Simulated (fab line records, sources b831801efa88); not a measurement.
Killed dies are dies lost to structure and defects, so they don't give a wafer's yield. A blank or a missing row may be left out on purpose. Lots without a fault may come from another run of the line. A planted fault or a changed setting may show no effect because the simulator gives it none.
Which tool did it? | flow sky130 | 12 lots, 36 wafers sampled, at 3 steps of a route of 708

WHAT THE GAUGES READ, wafer by wafer
SKY_VIA4_RS_MEAS_19: measures by four-point-probe.
lot  | measured     | on            | VIA4_W_RS (ohm/sq)
L623 | day 42 20:24 | film_metro-02 | 0.2246 0.2271 0.2244
L624 | day 43 11:56 | film_metro-02 | 0.2282 0.2273 0.2295
L625 | day 43 17:46 | film_metro-02 | 0.2256 0.2250 0.2256
L628 | day 44 17:58 | film_metro-03 | 0.2260 0.2267 0.2279
L629 | day 45 01:26 | film_metro-03 | 0.2241 0.2295 0.2238
L638 | day 47 02:33 | film_metro-04 | 0.2281 0.2275 0.2273
L639 | day 47 03:38 | film_metro-03 | 0.2310 0.2295 0.2302
L640 | day 47 10:21 | film_metro-04 | 0.2283 0.2284 0.2267
L641 | day 47 16:21 | film_metro-03 | 0.2245 0.2263 0.2250
L642 | day 47 23:33 | film_metro-03 | 0.2292 0.2257 0.2245
L643 | day 48 03:58 | film_metro-03 | 0.2266 0.2238 0.2253
L645 | day 48 11:58 | film_metro-04 | 0.2292 0.2244 0.2272

WHICH TOOL RAN EACH LOT (tool, then ch and the chambers of the sampled wafers, then the start)
lot  | SKY_METAL4_METAL_ETCH_18          | SKY_VIA4_CVD_18
L623 | rie_metal-02 ch 0,1, day 41 18:22 | cvd_w-01 ch 1, day 42 20:15
L624 | rie_metal-02 ch 0,1, day 42 10:07 | cvd_w-02 ch 0,1, day 43 11:46
L625 | rie_metal-04 ch 0,1, day 42 16:07 | cvd_w-02 ch 0,1, day 43 17:37
L628 | rie_metal-02 ch 0,1, day 43 17:17 | cvd_w-01 ch 0,1, day 44 17:50
L629 | rie_metal-02 ch 0,1, day 44 01:07 | cvd_w-02 ch 0,1, day 45 01:17
L638 | rie_metal-02 ch 1, day 46 03:46   | cvd_w-02 ch 0, day 47 02:24
L639 | rie_metal-04 ch 0,1, day 46 05:07 | cvd_w-01 ch 0,1, day 47 03:29
L640 | rie_metal-04 ch 0,1, day 46 12:55 | cvd_w-01 ch 1, day 47 10:12
L641 | rie_metal-03 ch 0, day 46 18:02   | cvd_w-02 ch 0, day 47 16:11
L642 | rie_metal-02 ch 0,1, day 47 01:10 | cvd_w-01 ch 0,1, day 47 23:24
L643 | rie_metal-02 ch 0,1, day 47 06:19 | cvd_w-02 ch 0,1, day 48 03:49
L645 | rie_metal-02 ch 0,1, day 47 14:25 | cvd_w-01 ch 0,1, day 48 11:49
- SKY_METAL4_METAL_ETCH_18: etches the open film in Cl2/BCl3, stops on SiO2, target depth 845 nm, time 183.1 s.
- SKY_VIA4_CVD_18: deposits W, target thk 505 nm, time 152.14 s.

WHAT THE TOOLS THEMSELVES READ (means of the sampled wafers that have a number; where no wafer has one, the mark that the record gives instead)
SKY_METAL4_METAL_ETCH_18.
lot  | tool         | drypump_motor_current_A (A) | oes_product_au (a.u.) | throttle_valve_pct (%)
L623 | rie_metal-02 | 6.0                         | 0.873                 | 22.262
L624 | rie_metal-02 | 6.0                         | 0.871                 | 22.273
L625 | rie_metal-04 | 5.5                         | 0.867                 | 22.271
L628 | rie_metal-02 | 6.1                         | 0.869                 | 22.268
L629 | rie_metal-02 | 6.1                         | 0.868                 | 22.255
L638 | rie_metal-02 | 5.8                         | 0.871                 | 22.261
L639 | rie_metal-04 | 5.5                         | 0.872                 | 22.276
L640 | rie_metal-04 | 5.3                         | 0.865                 | 22.269
L641 | rie_metal-03 | 5.5                         | 0.866                 | 22.268
L642 | rie_metal-02 | 5.9                         | 0.868                 | 22.260
L643 | rie_metal-02 | 5.9                         | 0.866                 | 22.268
L645 | rie_metal-02 | 6.1                         | 0.874                 | 22.267

SKY_VIA4_CVD_18.
lot  | tool     | heater_power_outer_w (W) | heater_power_w (W)
L623 | cvd_w-01 | 478                      | 758
L624 | cvd_w-02 | 440                      | 748
L625 | cvd_w-02 | 442                      | 755
L628 | cvd_w-01 | 472                      | 755
L629 | cvd_w-02 | 439                      | 746
L638 | cvd_w-02 | 446                      | 791
L639 | cvd_w-01 | 473                      | 769
L640 | cvd_w-01 | 476                      | 768
L641 | cvd_w-02 | 442                      | 795
L642 | cvd_w-01 | 469                      | 768
L643 | cvd_w-02 | 440                      | 761
L645 | cvd_w-01 | 476                      | 780

THE ANSWER, worked out from the rows above alone
Rule: what is usual is taken from the lots themselves. Put in order of their means at a reading, lots are off if they are a third of the lots or fewer, leave a main group of 4 or more, and stand apart from it by a gap of 3 or more times the standard deviation of the main group's means; of several such gaps the widest counts. A main group whose means are all the same, to the digits that the tables above print for the reading, isn't used. A lot without any number at a reading at which 4 lots or more have one is off too. The other lots that the step has rows for count as sound. The gauges are gone through in route order, then the tools' own readings, and for those a lot's mean is taken as printed above. The first step at which some lot is off is used, and at that step the reading that is off furthest; a lot without a number counts as furthest.
No lot is off at any reading shown: from this, nothing can be told.

WHAT THE SIMULATOR HAD PUT IN
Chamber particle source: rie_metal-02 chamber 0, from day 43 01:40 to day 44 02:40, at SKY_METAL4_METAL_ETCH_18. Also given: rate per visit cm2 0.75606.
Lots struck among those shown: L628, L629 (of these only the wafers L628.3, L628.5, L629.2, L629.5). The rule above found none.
